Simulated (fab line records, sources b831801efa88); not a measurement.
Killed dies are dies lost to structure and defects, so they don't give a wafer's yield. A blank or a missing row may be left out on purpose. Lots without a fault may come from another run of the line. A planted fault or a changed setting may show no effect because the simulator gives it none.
fab line records | flow gf180mcu | part 1 of 2: steps 1 to 24 of 34
record lots=5 wafers=15 last_day=33
route steps=602 shown V5@560 TOP_METAL@567 PASSIVATION@587
lots that met no fault: from a run of the same line without faults
start_h: hours from the record's first day to the start of the lot's first wafer shown | wait_h: hours since the lot's step before | " the same as in the row above | L1.1+2: a row that stands for several wafers | - no value, or no start given | * or withheld: withheld | < > ~ a bound
route shown NAME@n: a module of which the file shows steps, and the number in the route of the first | usual: mean/standard deviation of fault-free wafers | same: alike in all rows | chamber/n: place in a boat | sites: the reading at each site | _std_site: their standard deviation | _edge_site: outer sites' mean less inner sites' | radius_mm: how far each site lies from the wafer's centre | mask NAME#n: copy n | behind: the tool/chamber that last shaped the wafer | hold: why the lot was held/for how many hours/how that ended | device: the transistor (n, p or np) that didn't switch | end of line: the same wafers' tests at the end of the route | a step without rows: its recipe alone | killed: dies lost to structure and defects at the first sort, not the wafer's yield | map: a wafer's dies, x killed, . not, _ none there
set.NAME: the setting as run; set.NAME@STEP: as run at that earlier step | model.NAME: the simulator's own value behind a step, which no gauge read
lots at some steps of the route; a table a step, a row a wafer
services: from which hour (start_h, from the record's first day; less than 0 if before it) a tool's chamber was out of use, for how many hours, and why
## steps
# step GF_V5_CLEAN_20
# recipe chemistry=DIW dry=n2_spin
# columns lot.wafer tool chamber start_h wait_h
L078.2+4+6 wet_bench-01 1 662.89 0.0
L079.4+5+6 wet_bench-02 3 671.35 0.0
L081.2+3+6 wet_bench-01 0 687.46 0.0
L093.2+5+6 wet_bench-03 1 762.34 0.0
L094.2+3+6 wet_bench-01 1 768.30 0.0
# step GF_V5_SPUTTER_21
# recipe material=Ti target_thk_nm=15 chamber_pressure_pa=5 power_w=2500 substrate_temp_c=200 time_s=80.02
# usual cathode_dc_power_W=2500.0/0.48 throttle_valve_pct=30.2/0.89
# columns lot.wafer tool chamber start_h wait_h cathode_dc_power_W throttle_valve_pct
L078.2 pvd_sputter-02 - 662.99 0.0 2501.0 30.9
L078.4 " - " " 2499.8 29.4
L078.6 " - " " 2499.9 29.3
L079.4 pvd_sputter-02 - 671.45 0.0 2500.7 30.9
L079.5 " - " " 2500.7 30.6
L079.6 " - " " 2499.8 31.0
L081.2 pvd_sputter-03 - 687.56 0.0 2499.4 29.8
L081.3 " - " " 2499.9 29.0
L081.6 " - " " 2500.0 29.1
L093.2 pvd_sputter-01 - 762.43 0.0 2500.1 31.0
L093.5 " - " " 2499.9 30.9
L093.6 " - " " 2499.9 31.6
L094.2 pvd_sputter-02 - 768.40 0.0 2501.7 30.8
L094.3 " - " " 2500.2 30.6
L094.6 " - " " 2500.6 30.5
# step GF_V5_SPUTTER_22
# recipe material=TiN target_thk_nm=10 chamber_pressure_pa=5 power_w=4000 time_s=40
# usual cathode_dc_power_W=4000.0/0.73 throttle_valve_pct=30.1/0.87
# columns lot.wafer tool chamber start_h wait_h cathode_dc_power_W throttle_valve_pct
L078.2 pvd_sputter-02 - 663.05 0.0 3999.6 30.8
L078.4 " - " " 3999.2 29.4
L078.6 " - " " 4000.6 29.1
L079.4 pvd_sputter-02 - 671.51 0.0 4000.0 30.7
L079.5 " - " " 3998.0 30.6
L079.6 " - " " 3999.2 30.9
L081.2 pvd_sputter-03 - 687.62 0.0 4000.0 30.0
L081.3 " - " " 3999.7 29.6
L081.6 " - " " 4000.6 28.8
L093.2 pvd_sputter-01 - 762.50 0.0 3999.9 31.0
L093.5 " - " " 3999.5 31.0
L093.6 " - " " 4000.4 31.4
L094.2 pvd_sputter-02 - 768.46 0.0 4000.1 30.8
L094.3 " - " " 3998.4 30.3
L094.6 " - " " 4000.3 30.6
# step GF_V5_CVD_23
# recipe material=W target_thk_nm=350 time_s=104.9 temp_c=400 pressure_torr=40
# usual heater_power_w=985/77
# columns lot.wafer tool chamber start_h wait_h heater_power_w since_wet_clean_h
L078.2 cvd_w-02 1 663.09 0.0 930 259
L078.4 " 1 " " 924 -
L078.6 " 1 " " 931 -
L079.4 cvd_w-01 1 671.59 0.1 975 -
L079.5 " 0 " " 1123 -
L079.6 " 1 " " 963 -
L081.2 cvd_w-02 1 687.66 0.0 936 284
L081.3 " 1 " " 923 -
L081.6 " 1 " " 940 -
L093.2 cvd_w-01 1 762.53 0.0 941 859
L093.5 " 1 " " 970 -
L093.6 " 0 " " 1091 -
L094.2 cvd_w-02 1 768.50 0.0 942 365
L094.3 " 1 " " 941 -
L094.6 " 1 " " 936 -
# step GF_V5_RS_MEAS_24
# recipe thk_meas_gauge=four-point-probe reads=W_of_V5_CVD_23+TiN_of_V5_SPUTTER_22+Ti_of_V5_SPUTTER_21
# usual V5_W_RS=0.329/0.0035
# columns lot.wafer tool chamber start_h wait_h V5_W_RS[ohm/sq]
L078.2 film_metro-02 - 663.22 0.1 0.328
L078.4 " - " " 0.326
L078.6 " - " " 0.325
L079.4 film_metro-02 - 671.72 0.1 0.326
L079.5 " - " " 0.326
L079.6 " - " " 0.326
L081.2 film_metro-03 - 687.80 0.1 0.332
L081.3 " - " " 0.330
L081.6 " - " " 0.331
L093.2 film_metro-04 - 762.67 0.1 0.326
L093.5 " - " " 0.333
L093.6 " - " " 0.326
L094.2 film_metro-03 - 768.63 0.1 0.330
L094.3 " - " " 0.331
L094.6 " - " " 0.330
# step GF_V5_THK_MEAS_25
# recipe thk_meas_gauge=xrf reads=W_of_V5_CVD_23
# usual V5_W_THK=336/4.5
# columns lot.wafer tool chamber start_h wait_h V5_W_THK[nm]
L078.2 film_metro-02 - 663.33 0.1 335
L078.4 " - " " 333
L078.6 " - " " 337
L079.4 film_metro-02 - 671.81 0.1 335
L079.5 " - " " 335
L079.6 " - " " 335
L081.2 film_metro-03 - 687.91 0.1 332
L081.3 " - " " 333
L081.6 " - " " 333
L093.2 film_metro-04 - 762.78 0.1 339
L093.5 " - " " 332
L093.6 " - " " 340
L094.2 film_metro-03 - 768.74 0.1 335
L094.3 " - " " 336
L094.6 " - " " 334
# step GF_V5_CMP_26
# recipe stop_on=SiO2 down_force_psi=3.5 platen_rpm=60 t_overpolish_s=15 target_thk_nm=0 pad_velocity_m_s=0.94248
# usual motor_current_A=11.1/0.95 overpolish_run_s=14.999/0.0085 slurry_filter_dp_kPa=13.50/0.14 time_to_endpoint_s=84/4
# columns lot.wafer tool chamber start_h wait_h motor_current_A overpolish_run_s slurry_filter_dp_kPa time_to_endpoint_s
L078.4 cmp-02 3 663.43 0.1 11.8 15.004 13.72 91
L078.2 " 1 " " 10.0 15.007 13.23 84
L078.6 " 2 " " 11.1 15.011 13.42 81
L079.4 cmp-01 2 671.99 0.2 11.8 14.997 13.55 84
L079.5 " 3 " " 12.8 14.995 13.53 84
L079.6 " 0 " " 10.2 14.987 13.34 84
L081.3 cmp-02 2 688.01 0.1 11.4 15.004 13.71 78
L081.2 " 3 " " 12.7 14.992 13.39 88
L081.6 " 1 " " 10.9 15.007 13.53 81
L093.2 cmp-02 3 762.83 0.0 12.6 14.990 13.28 88
L093.6 " 3 " " 13.2 15.012 13.52 88
L093.5 " 0 " " 10.0 14.995 13.47 85
L094.2 cmp-02 3 768.79 0.0 12.3 15.010 13.50 84
L094.3 " 1 " " 10.7 15.003 13.37 79
L094.6 " 3 " " 12.5 14.993 13.52 86
# step GF_TOP_METAL_SPUTTER_00
# recipe material=Ti target_thk_nm=37.5 arriving_ion_energy_ev=80 substrate_temp_c=200 chamber_pressure_pa=2 power_w=4000 time_s=150
# usual cathode_dc_power_W=4000.0/0.69 throttle_valve_pct=30.1/1.1
# columns lot.wafer tool chamber start_h wait_h cathode_dc_power_W throttle_valve_pct
L078.2 pvd_sputter-01 - 663.68 0.1 4000.2 30.8
L078.4 " - " " 3999.7 29.6
L078.6 " - " " 3999.9 29.4
L079.4 pvd_sputter-04 - 672.14 0.1 3999.2 28.0
L079.5 " - " " 4000.1 28.6
L079.6 " - " " 3999.8 28.0
L081.2 pvd_sputter-02 - 688.26 0.1 4000.0 31.8
L081.3 " - " " 4001.5 29.4
L081.6 " - " " 4000.3 29.2
L093.2 pvd_sputter-01 - 763.13 0.2 4000.8 30.9
L093.5 " - " " 4001.1 29.2
L093.6 " - " " 3998.7 30.0
L094.2 pvd_sputter-01 - 769.09 0.2 4000.9 30.1
L094.3 " - " " 4000.1 30.9
L094.6 " - " " 3999.8 29.3
# step GF_TOP_METAL_SPUTTER_01
# recipe material=TiN target_thk_nm=30 power_w=6500 time_s=25 chamber_pressure_pa=0.4
# usual cathode_dc_power_W=6500.1/1.2 throttle_valve_pct=30.1/1.1
# columns lot.wafer tool chamber start_h wait_h cathode_dc_power_W throttle_valve_pct
L078.2 pvd_sputter-01 - 663.78 0.1 6500.4 31.0
L078.4 " - " " 6501.0 29.6
L078.6 " - " " 6497.8 29.4
L079.4 pvd_sputter-04 - 672.24 0.1 6499.7 27.8
L079.5 " - " " 6500.5 28.7
L079.6 " - " " 6499.2 27.9
L081.2 pvd_sputter-02 - 688.36 0.1 6501.0 32.0
L081.3 " - " " 6499.6 29.1
L081.6 " - " " 6499.9 29.3
L093.2 pvd_sputter-01 - 763.23 0.1 6500.1 31.2
L093.5 " - " " 6499.6 29.2
L093.6 " - " " 6500.4 29.9
L094.2 pvd_sputter-01 - 769.19 0.1 6500.7 30.1
L094.3 " - " " 6500.0 31.0
L094.6 " - " " 6497.8 29.4
# step GF_TOP_METAL_SPUTTER_02
# recipe material=AlCu target_thk_nm=900 power_w=10600 chamber_pressure_pa=0.3 substrate_temp_c=250 gas=Ar time_s=47.82
# usual cathode_dc_power_W=10600/1.8 throttle_valve_pct=30.1/1.1
# columns lot.wafer tool chamber start_h wait_h cathode_dc_power_W throttle_valve_pct
L078.2 pvd_sputter-01 - 663.81 0.0 10597 31.1
L078.4 " - " " 10600 29.1
L078.6 " - " " 10600 29.6
L079.4 pvd_sputter-04 - 672.27 0.0 10602 27.8
L079.5 " - " " 10596 28.8
L079.6 " - " " 10598 27.6
L081.2 pvd_sputter-02 - 688.39 0.0 10597 31.9
L081.3 " - " " 10599 29.4
L081.6 " - " " 10597 29.3
L093.2 pvd_sputter-01 - 763.26 0.0 10598 30.7
L093.5 " - " " 10601 29.4
L093.6 " - " " 10597 30.2
L094.2 pvd_sputter-01 - 769.22 0.0 10599 29.9
L094.3 " - " " 10602 31.1
L094.6 " - " " 10602 29.2
# step GF_TOP_METAL_SPUTTER_03
# recipe material=Ti target_thk_nm=5 substrate_temp_c=300 chamber_pressure_pa=0.3 power_w=3000 time_s=3.3
# usual cathode_dc_power_W=3000.0/0.59 throttle_valve_pct=30.1/1.1
# columns lot.wafer tool chamber start_h wait_h cathode_dc_power_W throttle_valve_pct
L078.2 pvd_sputter-01 - 663.85 0.0 3000.2 31.0
L078.4 " - " " 2998.8 29.4
L078.6 " - " " 3000.7 29.7
L079.4 pvd_sputter-04 - 672.31 0.0 2999.9 27.9
L079.5 " - " " 2999.4 28.7
L079.6 " - " " 2999.5 27.7
L081.2 pvd_sputter-02 - 688.43 0.0 3000.2 31.9
L081.3 " - " " 3000.8 29.4
L081.6 " - " " 2999.5 29.3
L093.2 pvd_sputter-01 - 763.30 0.0 2999.8 30.7
L093.5 " - " " 3000.3 29.6
L093.6 " - " " 3001.0 30.4
L094.2 pvd_sputter-01 - 769.26 0.0 3000.2 30.1
L094.3 " - " " 3000.1 31.0
L094.6 " - " " 3000.6 29.6
# step GF_TOP_METAL_SPUTTER_04
# recipe material=TiN target_thk_nm=25 power_w=6500 time_s=20.8 chamber_pressure_pa=0.4
# usual cathode_dc_power_W=6499.8/1.2 throttle_valve_pct=30.1/1.1
# columns lot.wafer tool chamber start_h wait_h cathode_dc_power_W throttle_valve_pct
L078.2 pvd_sputter-01 - 663.87 0.0 6500.0 30.8
L078.4 " - " " 6500.1 29.5
L078.6 " - " " 6500.0 29.5
L079.4 pvd_sputter-04 - 672.33 0.0 6499.2 27.9
L079.5 " - " " 6499.1 28.5
L079.6 " - " " 6500.0 28.1
L081.2 pvd_sputter-02 - 688.45 0.0 6500.6 32.3
L081.3 " - " " 6499.6 29.2
L081.6 " - " " 6500.7 29.1
L093.2 pvd_sputter-01 - 763.32 0.0 6498.3 30.9
L093.5 " - " " 6500.7 29.3
L093.6 " - " " 6500.8 30.1
L094.2 pvd_sputter-01 - 769.28 0.0 6499.9 30.5
L094.3 " - " " 6499.4 31.0
L094.6 " - " " 6498.2 29.6
# step GF_TOP_METAL_RS_MEAS_05
# recipe thk_meas_gauge=four-point-probe reads=TiN_of_TOP_METAL_SPUTTER_04+Ti_of_TOP_METAL_SPUTTER_03+AlCu_of_TOP_METAL_SPUTTER_02+TiN_of_TOP_METAL_SPUTTER_01+Ti_of_TOP_METAL_SPUTTER_00
# usual TOP_METAL_ALCU_RS=0.0329/0.00044
# columns lot.wafer tool chamber start_h wait_h TOP_METAL_ALCU_RS[ohm/sq]
L078.2 film_metro-01 - 663.92 0.0 0.0329
L078.4 " - " " 0.0335
L078.6 " - " " 0.0338
L079.4 film_metro-02 - 672.42 0.1 0.0329
L079.5 " - " " 0.0325
L079.6 " - " " 0.0327
L081.2 film_metro-04 - 688.50 0.0 0.0333
L081.3 " - " " 0.0324
L081.6 " - " " 0.0327
L093.2 film_metro-04 - 763.37 0.0 0.0324
L093.5 " - " " 0.0331
L093.6 " - " " 0.0334
L094.2 film_metro-02 - 769.33 0.0 0.0331
L094.3 " - " " 0.0326
L094.6 " - " " 0.0330
# step GF_TOP_METAL_THK_MEAS_06
# recipe thk_meas_gauge=xrf reads=AlCu_of_TOP_METAL_SPUTTER_02
# usual TOP_METAL_ALCU_THK=892/12
# columns lot.wafer tool chamber start_h wait_h TOP_METAL_ALCU_THK[nm]
L078.2 film_metro-01 - 664.03 0.1 895
L078.4 " - " " 874
L078.6 " - " " 868
L079.4 film_metro-02 - 672.51 0.1 898
L079.5 " - " " 901
L079.6 " - " " 894
L081.2 film_metro-04 - 688.61 0.1 885
L081.3 " - " " 911
L081.6 " - " " 906
L093.2 film_metro-04 - 763.48 0.1 916
L093.5 " - " " 892
L093.6 " - " " 887
L094.2 film_metro-02 - 769.44 0.1 888
L094.3 " - " " 896
L094.6 " - " " 887
# step GF_TOP_METAL_DEHYDRATE_07
# recipe temp_c=200 time_s=60
# usual heater_power_total_W=160.37/0.13
# columns lot.wafer tool chamber start_h wait_h heater_power_total_W
L078.2 litho_track-03 0 673.24 9.2 160.28
L078.4 " 0 " " 160.49
L078.6 " 0 " " 160.36
L079.4 litho_track-02 0 681.52 9.0 160.24
L079.5 " 0 " " 160.56
L079.6 " 0 " " 160.20
L081.2 litho_track-02 0 697.32 8.7 160.11
L081.3 " 0 " " 160.50
L081.6 " 0 " " 160.40
L093.2 litho_track-03 0 770.89 7.4 160.33
L093.5 " 0 " " 160.44
L093.6 " 0 " " 160.17
L094.2 litho_track-04 0 776.62 7.2 160.58
L094.3 " 0 " " 160.35
L094.6 " 0 " " 160.51
# step GF_TOP_METAL_HMDS_08
# recipe prime_time_s=60 prime_temp_c=120
# usual prime_temp_c=120.00/0.14
# columns lot.wafer tool chamber start_h wait_h prime_temp_c
L078.2 litho_track-03 0 673.39 0.1 120.03
L078.4 " 0 " " 119.76
L078.6 " 0 " " 119.95
L079.4 litho_track-02 0 681.67 0.1 120.00
L079.5 " 0 " " 119.99
L079.6 " 0 " " 120.14
L081.2 litho_track-02 0 697.47 0.1 119.99
L081.3 " 0 " " 120.04
L081.6 " 0 " " 119.92
L093.2 litho_track-03 0 771.04 0.1 119.79
L093.5 " 0 " " 119.93
L093.6 " 0 " " 119.84
L094.2 litho_track-04 0 776.77 0.1 120.14
L094.3 " 0 " " 119.92
L094.6 " 0 " " 120.00
# step GF_TOP_METAL_COAT_09
# recipe resist=NOVOLAK spin_rpm=3000 resist_thk_nm=1500
# columns lot.wafer tool chamber start_h wait_h
L078.2+4+6 litho_track-03 0 673.54 0.1
L079.4+5+6 litho_track-02 0 681.82 0.1
L081.2+3+6 litho_track-02 0 697.62 0.1
L093.2+5+6 litho_track-03 0 771.19 0.1
L094.2+3+6 litho_track-04 0 776.92 0.1
# step GF_TOP_METAL_SOFTBAKE_10
# recipe temp_c=90 time_s=60 resist=NOVOLAK
# usual heater_power_total_W=56.59/0.047
# columns lot.wafer tool chamber start_h wait_h heater_power_total_W
L078.2 litho_track-03 0 673.69 0.1 56.51
L078.4 " 0 " " 56.61
L078.6 " 0 " " 56.63
L079.4 litho_track-02 0 681.97 0.1 56.62
L079.5 " 0 " " 56.62
L079.6 " 0 " " 56.58
L081.2 litho_track-02 0 697.77 0.1 56.58
L081.3 " 0 " " 56.60
L081.6 " 0 " " 56.59
L093.2 litho_track-03 0 771.34 0.1 56.65
L093.5 " 0 " " 56.56
L093.6 " 0 " " 56.68
L094.2 litho_track-04 0 777.07 0.1 56.55
L094.3 " 0 " " 56.59
L094.6 " 0 " " 56.62
# step GF_TOP_METAL_EXPOSE_11
# recipe mask_id=MetalTop target_cd_nm=440 na=0.6 source_shape=conventional sigma_outer=0.6 dose_mj=170
# usual reticle_temp_C=23.00/0.1
# columns lot.wafer tool chamber start_h wait_h mask reticle_temp_C
L078.2 iline_stepper-01 0 - - MetalTop#0 22.92
L078.4 " 0 " " MetalTop#0 23.04
L078.6 " 0 " " MetalTop#0 22.97
L079.4 iline_stepper-02 0 - - MetalTop#0 22.91
L079.5 " 0 " " MetalTop#0 23.03
L079.6 " 0 " " MetalTop#0 22.89
L081.2 iline_stepper-02 0 - - MetalTop#0 22.85
L081.3 " 0 " " MetalTop#0 22.99
L081.6 " 0 " " MetalTop#0 23.00
L093.2 iline_stepper-01 0 - - MetalTop#0 22.94
L093.5 " 0 " " MetalTop#0 22.83
L093.6 " 0 " " MetalTop#0 22.92
L094.2 iline_stepper-01 0 - - MetalTop#0 23.04
L094.3 " 0 " " MetalTop#0 22.89
L094.6 " 0 " " MetalTop#0 23.09
# step GF_TOP_METAL_PEB_12
# recipe temp_c=withheld time_s=* resist=NOVOLAK
# columns lot.wafer tool chamber start_h wait_h
L078.2+4+6 litho_track-02 0 - -
L079.4+5+6 litho_track-02 0 - -
L081.2+3+6 litho_track-02 0 - -
L093.2+5+6 litho_track-03 0 - -
L094.2+3+6 litho_track-02 0 - -
# step GF_TOP_METAL_DEVELOP_13
# recipe develop_time_s=60 dev_temp_c=23
# columns lot.wafer tool chamber start_h wait_h
L078.2+4+6 litho_track-02 0 683.32 0.1
L079.4+5+6 litho_track-02 0 691.37 0.1
L081.2+3+6 litho_track-02 0 706.72 0.1
L093.2+5+6 litho_track-03 0 779.14 0.1
L094.2+3+6 litho_track-02 0 784.37 0.1
# step GF_TOP_METAL_CD_MEAS_14
# recipe target_cd_nm=440
# usual cd_nm=440.9/2.4
# columns lot.wafer tool chamber start_h wait_h cd_nm
L078.2 cd_sem-01 - 683.46 0.1 438.3
L078.4 " - " " 437.3
L078.6 " - " " 439.5
L079.4 cd_sem-02 - 691.50 0.1 440.8
L079.5 " - " " 440.6
L079.6 " - " " 440.6
L081.2 cd_sem-01 - 706.86 0.1 438.2
L081.3 " - " " 439.2
L081.6 " - " " 438.2
L093.2 cd_sem-01 - 779.29 0.1 437.1
L093.5 " - " " 438.1
L093.6 " - " " 435.6
L094.2 cd_sem-01 - 784.51 0.1 438.2
L094.3 " - " " 440.9
L094.6 " - " " 437.2
# step GF_TOP_METAL_OVL_MEAS_15
# usual TOP_METAL_OVL=0.4/1.1
# columns lot.wafer tool chamber start_h wait_h TOP_METAL_OVL[nm]
L078.2 overlay-01 - 683.57 0.1 1.8
L078.4 " - " " 0.3
L078.6 " - " " 0.9
L079.4 overlay-01 - 691.58 0.1 1.2
L079.5 " - " " 1.8
L079.6 " - " " 0.8
L081.2 overlay-02 - 706.97 0.1 -0.9
L081.3 " - " " -2.0
L081.6 " - " " 1.3
L093.2 overlay-01 - 779.39 0.1 -0.5
L093.5 " - " " -0.5
L093.6 " - " " 0.2
L094.2 overlay-01 - 784.62 0.1 -0.9
L094.3 " - " " -1.0
L094.6 " - " " -1.4
# step GF_TOP_METAL_METAL_ETCH_16
# recipe chemistry=Cl2/BCl3 mask_material=NOVOLAK target_depth_nm=1197 stop_on=SiO2 pressure_mtorr=8 icp_w=800 bias_w=140 Cl2_flow_sccm=80 bcl3_flow_sccm=40 time_s=199.5
# usual bcl3_flow_sccm=40.00/0.12 drypump_motor_current_A=5.5/0.58 mfc_cl2_sccm=79.95/0.22 oes_product_au=0.990/0.0055 throttle_valve_pct=28.231/0.01
# columns lot.wafer tool chamber start_h wait_h bcl3_flow_sccm drypump_motor_current_A mfc_cl2_sccm oes_product_au rf_hours_counter_h throttle_valve_pct
L078.2 rie_metal-03 1 683.60 0.0 39.74 5.4 79.86 0.990 5.3 28.233
L078.4 " 0 " " 40.07 4.9 79.73 0.992 - 28.246
L078.6 " 0 " " 40.05 4.9 79.57 0.997 - 28.230
L079.4 rie_metal-03 0 691.66 0.1 39.88 4.9 79.99 1.004 - 28.234
L079.5 " 0 " " 39.91 4.9 79.79 0.996 - 28.219
L079.6 " 1 " " 40.03 5.4 80.24 0.996 - 28.220
L081.2 rie_metal-01 1 707.00 0.0 40.20 6.3 79.82 0.986 9.1 28.231
L081.3 " 1 " " 40.05 6.3 80.22 0.981 - 28.235
L081.6 " 0 " " 40.08 5.4 80.02 0.989 - 28.231
L093.2 rie_metal-03 1 779.42 0.0 40.15 5.4 80.16 0.984 10.2 28.242
L093.5 " 0 " " 40.07 4.9 79.79 0.984 - 28.238
L093.6 " 1 " " 40.01 5.4 80.04 0.987 - 28.216
L094.2 rie_metal-04 1 784.65 0.0 40.02 4.9 79.70 0.999 10.5 28.222
L094.3 " 0 " " 39.91 6.8 79.46 0.994 - 28.226
L094.6 " 0 " " 40.02 6.7 79.46 0.997 - 28.210
